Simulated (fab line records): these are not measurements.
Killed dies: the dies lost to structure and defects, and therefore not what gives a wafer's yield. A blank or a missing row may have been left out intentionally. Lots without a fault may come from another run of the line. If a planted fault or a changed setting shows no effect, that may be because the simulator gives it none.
Which of the tools did it? ; flow sky130 ; Sampling: 11 lots, 33 wafers, 6 of 708 route steps

WHAT THE GAUGES SHOWED, per wafer
Not one reading of a measure or inspect step in the record can be checked against a usual standard deviation.

WHAT TOOL EACH LOT RAN ON (gives the tool, then ch and the chambers of the sampled wafers, and finally the start)
lot;SKY_VIA1_SPUTTER_20;SKY_METAL2_SPUTTER_02;SKY_METAL2_COAT_10;SKY_METAL2_METAL_ETCH_19;SKY_METAL2_STRIP_20;SKY_PAD_OPEN_PROBE_99
L415;pvdSputter-03, day 34 05:46;pvdSputter-01, day 34 06:27;lithoTrack-04 ch 0, day 34 19:00;rieMetal-01 ch 0,1, day 35 09:16;plasmaAsher-01 ch 0,1, day 35 09:21;prober-02, day 46 00:09
L416;pvdSputter-01, day 34 10:41;pvdSputter-02, day 34 11:22;lithoTrack-03 ch 0, day 35 00:00;rieMetal-04 ch 0,1, day 35 14:02;plasmaAsher-03 ch 0, day 35 14:08;prober-01, day 46 04:04
L417;pvdSputter-02, day 34 15:28;pvdSputter-04, day 34 16:09;lithoTrack-03 ch 0, day 35 06:00;rieMetal-04 ch 0,1, day 35 19:29;plasmaAsher-04 ch 0,1, day 35 19:34;prober-02, day 46 07:33
L425;pvdSputter-01, day 37 01:04;pvdSputter-04, day 37 01:45;lithoTrack-01 ch 0, day 37 14:00;rieMetal-01 ch 1, day 38 04:06;plasmaAsher-03 ch 0,1, day 38 04:11;prober-01, day 48 01:43
L428;pvdSputter-02, day 38 08:38;pvdSputter-01, day 38 09:19;lithoTrack-01 ch 0, day 38 22:00;rieMetal-02 ch 0,1, day 39 11:03;plasmaAsher-04 ch 0,1, day 39 11:08;prober-02, day 49 02:35
L429;pvdSputter-03, day 38 10:28;pvdSputter-04, day 38 11:09;lithoTrack-01 ch 0, day 38 23:00;rieMetal-04 ch 0,1, day 39 11:42;plasmaAsher-03 ch 0,1, day 39 11:47;prober-02, day 49 02:53
L431;pvdSputter-02, day 38 23:41;pvdSputter-01, day 39 00:28;lithoTrack-03 ch 0, day 39 11:00;rieMetal-01 ch 1, day 40 00:11;plasmaAsher-04 ch 0,1, day 40 00:22;prober-01, day 49 12:45
L432;pvdSputter-03, day 39 10:16;pvdSputter-02, day 39 11:19;lithoTrack-04 ch 0, day 39 22:00;rieMetal-02 ch 0,1, day 40 11:21;plasmaAsher-01 ch 0,1, day 40 11:26;prober-02, day 49 19:37
L435;pvdSputter-02, day 40 02:37;pvdSputter-01, day 40 03:18;lithoTrack-03 ch 0, day 40 15:00;rieMetal-04 ch 0,1, day 41 03:44;plasmaAsher-04 ch 0,1, day 41 03:50;prober-01, day 50 06:44
L436;pvdSputter-02, day 40 11:35;pvdSputter-04, day 40 12:17;lithoTrack-04 ch 0, day 40 23:00;rieMetal-02 ch 0,1, day 41 12:44;plasmaAsher-04 ch 0,1, day 41 12:50;prober-02, day 50 12:07
L438;pvdSputter-02, day 40 22:54;pvdSputter-04, day 40 23:43;lithoTrack-04 ch 0, day 41 11:00;rieMetal-04 ch 0,1, day 41 23:53;plasmaAsher-01 ch 0,1, day 41 23:59;prober-02, day 50 21:55
- SKY_VIA1_SPUTTER_20: material TiN, target thk 20 nm, time 80 s.
- SKY_METAL2_SPUTTER_02: material AlCu, target thk 250 nm, time 13.3 s.
- SKY_METAL2_COAT_10: resist thk 450 nm.
- SKY_METAL2_METAL_ETCH_19: etches the open film in Cl2/BCl3, stops on SiO2, target depth 360 nm, time 78 s.
- SKY_METAL2_STRIP_20: strips in O2/N2.
- SKY_PAD_OPEN_PROBE_99

AS READ BY THE TOOLS THEMSELVES (means over the sampled wafers that have a number; for cases with no such wafer, the mark the record gives instead)
SKY_VIA1_SPUTTER_20.
lot;tool;throttleValvePct (%)
L415;pvdSputter-03;28.9
L416;pvdSputter-01;29.5
L417;pvdSputter-02;30.0
L425;pvdSputter-01;29.1
L428;pvdSputter-02;30.8
L429;pvdSputter-03;29.7
L431;pvdSputter-02;31.1
L432;pvdSputter-03;29.4
L435;pvdSputter-02;30.1
L436;pvdSputter-02;30.7
L438;pvdSputter-02;30.3

SKY_METAL2_SPUTTER_02.
lot;tool;throttleValvePct (%)
L415;pvdSputter-01;29.3
L416;pvdSputter-02;30.2
L417;pvdSputter-04;30.1
L425;pvdSputter-04;29.8
L428;pvdSputter-01;29.6
L429;pvdSputter-04;30.0
L431;pvdSputter-01;30.2
L432;pvdSputter-02;30.3
L435;pvdSputter-01;29.1
L436;pvdSputter-04;29.7
L438;pvdSputter-04;29.9

SKY_METAL2_COAT_10.
lot;tool;resistLineTempC (C);spinSpeedRpm (rpm)
L415;lithoTrack-04;23.10;3002.5
L416;lithoTrack-03;22.89;2999.2
L417;lithoTrack-03;23.08;3000.3
L425;lithoTrack-01;23.02;3001.5
L428;lithoTrack-01;22.87;2826.8
L429;lithoTrack-01;23.03;2830.6
L431;lithoTrack-03;23.06;2999.5
L432;lithoTrack-04;22.90;3001.1
L435;lithoTrack-03;23.09;2998.8
L436;lithoTrack-04;22.97;3002.0
L438;lithoTrack-04;23.08;2999.6

SKY_METAL2_METAL_ETCH_19.
lot;tool;drypumpMotorCurrentA (A);oesProductAu (a.u.);throttleValvePct (%)
L415;rieMetal-01;6.26;0.856;22.266
L416;rieMetal-04;5.83;0.860;22.260
L417;rieMetal-04;5.84;0.852;22.257
L425;rieMetal-01;6.54;0.857;22.261
L428;rieMetal-02;6.11;0.853;22.260
L429;rieMetal-04;5.80;0.854;22.264
L431;rieMetal-01;6.55;0.855;22.257
L432;rieMetal-02;6.19;0.861;22.260
L435;rieMetal-04;5.84;0.856;22.274
L436;rieMetal-02;6.10;0.852;22.260
L438;rieMetal-04;5.84;0.857;22.266

SKY_METAL2_STRIP_20.
lot;tool;drypumpMotorCurrentA (A);oesProductAu (a.u.);stripTimeToEndpointS (s)
L415;plasmaAsher-01;5.98;0.343;2.68
L416;plasmaAsher-03;5.28;0.342;2.71
L417;plasmaAsher-04;5.75;0.341;2.65
L425;plasmaAsher-03;5.23;0.343;2.71
L428;plasmaAsher-04;5.74;0.351;2.82
L429;plasmaAsher-03;5.26;0.343;2.86
L431;plasmaAsher-04;5.76;0.345;2.70
L432;plasmaAsher-01;6.05;0.347;2.70
L435;plasmaAsher-04;5.76;0.349;2.72
L436;plasmaAsher-04;5.74;0.344;2.71
L438;plasmaAsher-01;6.04;0.347;2.66

SKY_PAD_OPEN_PROBE_99.
lot;tool;defectLimitedYield (%);killed_at_M0_to_M3;killed_at_M4_up;killedAtContacts;killedAtFrontEnd;killedAtOther;killedDies;killedOnRim;killedOpen;killedShort;sort_bin_3_pad_short (%);sort_bin_5_function (%);sort_bin_6_memory (%);sortNPass;sortYieldPct (%)
L415;prober-02;83.9;37;3.3;28;10;0.7;79;17;45;34;0.8;9.7;5.6;413;83.9
L416;prober-01;82.1;46;3.7;23;16;0.0;88;16;50;39;1.1;10.4;6.4;404;82.1
L417;prober-02;81.4;43;1.3;28;18;0.7;92;16;50;42;0.9;11.4;6.3;400;81.4
L425;prober-01;81.1;57;2.7;21;12;0.0;93;19;52;41;1.0;11.0;6.8;399;81.1
L428;prober-02;84.5;38;2.3;22;14;0.0;76;15;41;35;0.7;9.4;5.4;416;84.5
L429;prober-02;82.2;41;3.3;26;16;0.3;88;16;45;43;0.9;10.1;6.8;404;82.2
L431;prober-01;82.5;47;3.3;23;12;0.0;86;20;47;39;0.7;10.3;6.6;406;82.5
L432;prober-02;83.0;37;3.0;29;14;0.7;84;12;46;37;0.9;10.1;6.0;408;83.0
L435;prober-01;82.4;47;3.0;21;16;0.0;87;15;46;41;1.1;10.5;6.0;405;82.4
L436;prober-02;83.1;41;3.7;20;18;0.7;83;16;45;38;0.9;9.4;6.6;409;83.1
L438;prober-02;83.8;40;2.7;28;9;0.0;80;19;49;31;0.5;9.7;6.0;412;83.8

THE ANSWER, worked out from the rows above alone
Rule: the lots themselves supply what counts as usual. The widest of any qualifying gaps counts: lots, ordered by their means at a reading, are off when they make up no more than a third of the lots, leave a main group of 4 or more, and stand apart from it by 3 or more times the standard deviation of that group's means. The tables above print the reading to a certain number of digits; a main group whose means all agree to those digits is not used. Also off: a lot with no number at a reading for which 4 or more lots have one. Where the step has rows for the other lots, those lots are counted as sound. After the gauges, taken in route order, come the tools' own readings; for these a lot's mean is taken, as printed above. At the first step where some lot is off, the reading lying furthest off is the one used; lots without a number count as furthest.
Off, at SKY_METAL2_COAT_10 on spinSpeedRpm: L428, L429. The main group: mean 3000.5 rpm, standard deviation 1.2.
A tool fits if, at that step or a process step before it, it ran every lot that is off, and no sound lot after the first of them. One candidate fits, namely lithoTrack-01 at SKY_METAL2_COAT_10. A fault onset in the window from L425 (day 37 14:00, its last sound lot) to L428 (day 38 22:00, its first lot off) fits.
On the lots that are off, the tool's own readings at SKY_METAL2_COAT_10 differ by more than 5 times the standard deviation of the sound lots' means, which bears it out; spinSpeedRpm reads 2828.7 rpm there versus 3000.5 rpm on the sound lots.

WHAT THE SIMULATOR HAD INSERTED
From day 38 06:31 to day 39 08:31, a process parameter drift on lithoTrack-01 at SKY_METAL2_COAT_10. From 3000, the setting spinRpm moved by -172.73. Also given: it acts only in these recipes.
Shown lots that were struck: L428, L429. Same finding as the rule above.
